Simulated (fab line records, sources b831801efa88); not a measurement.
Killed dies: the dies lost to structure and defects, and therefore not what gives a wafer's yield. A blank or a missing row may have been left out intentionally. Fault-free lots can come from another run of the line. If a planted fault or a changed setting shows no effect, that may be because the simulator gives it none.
Which of the tools did it?	flow gf180mcu	13 lots with 39 wafers sampled at 3 steps, on a route of 602 steps

WHAT THE GAUGES READ, wafer by wafer
GF_PSD_CD_MEAS_07: the cd target is 400 nm.
lot	measured	on	cd_nm (nm)
L627	day 14 02:43	cd_sem-02	399.0 400.6 398.5
L628	day 14 09:45	cd_sem-01	399.4 399.7 401.2
L630	day 15 11:14	cd_sem-02	402.1 403.0 399.7
L631	day 15 19:53	cd_sem-02	399.9 399.0 400.4
L633	day 16 09:29	cd_sem-01	402.9 400.8 399.9
L634	day 16 17:45	cd_sem-01	400.3 402.2 398.6
L637	day 17 21:49	cd_sem-02	393.7 395.1 392.0
L638	day 18 10:38	cd_sem-02	395.5 395.9 396.5
L642	day 19 14:47	cd_sem-02	400.7 400.1 398.4
L647	day 21 10:25	cd_sem-01	395.9 398.7 398.4
L648	day 21 19:23	cd_sem-01	396.9 401.2 398.9
L649	day 22 00:10	cd_sem-01	402.4 398.3 399.4
L650	day 22 04:59	cd_sem-02	400.4 401.5 400.5

GF_CONTACT_OVL_MEAS_15.
lot	measured	on	CONTACT_OVL (nm)
L627	day 16 01:05	overlay-02	0 -5 7
L628	day 16 08:19	overlay-01	-3 -3 -8
L630	day 17 10:58	overlay-01	7 -4 1
L631	day 17 19:39	overlay-01	-6 -9 -2
L633	day 18 08:57	overlay-01	6 -3 7
L634	day 18 17:42	overlay-01	3 0 6
L637	day 19 23:20	overlay-01	-1 -7 -6
L638	day 20 13:46	overlay-02	-6 0 -2
L642	day 21 16:14	overlay-02	-6 -14 -8
L647	day 23 11:14	overlay-01	6 -1 4
L648	day 23 19:14	overlay-01	5 7 9
L649	day 24 00:26	overlay-02	-1 0 1
L650	day 24 04:53	overlay-02	-4 -2 -3

WHAT TOOL EACH LOT RAN ON (gives the tool, then ch and the chambers of the sampled wafers, and finally the start)
lot	GF_PSD_DEVELOP_06
L627	litho_track-03 ch 0, day 14 02:35
L628	litho_track-03 ch 0, day 14 09:37
L630	litho_track-04 ch 0, day 15 11:05
L631	litho_track-04 ch 0, day 15 19:44
L633	litho_track-03 ch 0, day 16 09:20
L634	litho_track-04 ch 0, day 16 17:36
L637	litho_track-04 ch 0, day 17 21:41
L638	litho_track-04 ch 0, day 18 10:29
L642	litho_track-03 ch 0, day 19 14:38
L647	litho_track-02 ch 0, day 21 10:17
L648	litho_track-04 ch 0, day 21 19:15
L649	litho_track-02 ch 0, day 22 00:02
L650	litho_track-04 ch 0, day 22 04:51
- GF_PSD_DEVELOP_06: develop time 60 s.

AS READ BY THE TOOLS THEMSELVES (means over the sampled wafers that have a number; for cases with no such wafer, the mark the record gives instead)
GF_PSD_DEVELOP_06.
lot	tool	chill_plate_temp_C (C)	developer_temp_C (C)
L627	litho_track-03	23.02	23.11
L628	litho_track-03	23.11	22.91
L630	litho_track-04	23.03	23.09
L631	litho_track-04	22.96	22.89
L633	litho_track-03	23.08	23.08
L634	litho_track-04	23.03	23.01
L637	litho_track-04	22.96	25.28
L638	litho_track-04	22.88	25.12
L642	litho_track-03	22.88	22.97
L647	litho_track-02	22.83	22.97
L648	litho_track-04	22.87	22.94
L649	litho_track-02	22.99	23.14
L650	litho_track-04	22.83	22.90

THE ANSWER, worked out from the rows above alone
Rule: the lots themselves supply what counts as usual. Put in order of their means at a reading, lots are off if they are a third of the lots or fewer, leave a main group of 4 or more, and stand apart from it by a gap of 3 or more times the standard deviation of the main group's means; of several such gaps the widest counts. Not used: any main group whose means are identical at the precision the tables above print for the reading. A lot without any number at a reading at which 4 lots or more have one is off too. All remaining lots with rows at the step are treated as sound. The gauges are gone through in route order, then the tools' own readings, and for those a lot's mean is taken as printed above. The first step at which some lot is off is used, and at that step the reading that is off furthest; a lot without a number counts as furthest.
Off at GF_PSD_DEVELOP_06 (developer_temp_C): L637, L638. The main group: mean 23.00 C, standard deviation 0.086.
A tool fits if, at that step or a process step before it, it ran every lot that is off, and no sound lot after the first of them. Not one of the candidates tried fits.

WHAT WAS PUT IN BY THE SIMULATOR
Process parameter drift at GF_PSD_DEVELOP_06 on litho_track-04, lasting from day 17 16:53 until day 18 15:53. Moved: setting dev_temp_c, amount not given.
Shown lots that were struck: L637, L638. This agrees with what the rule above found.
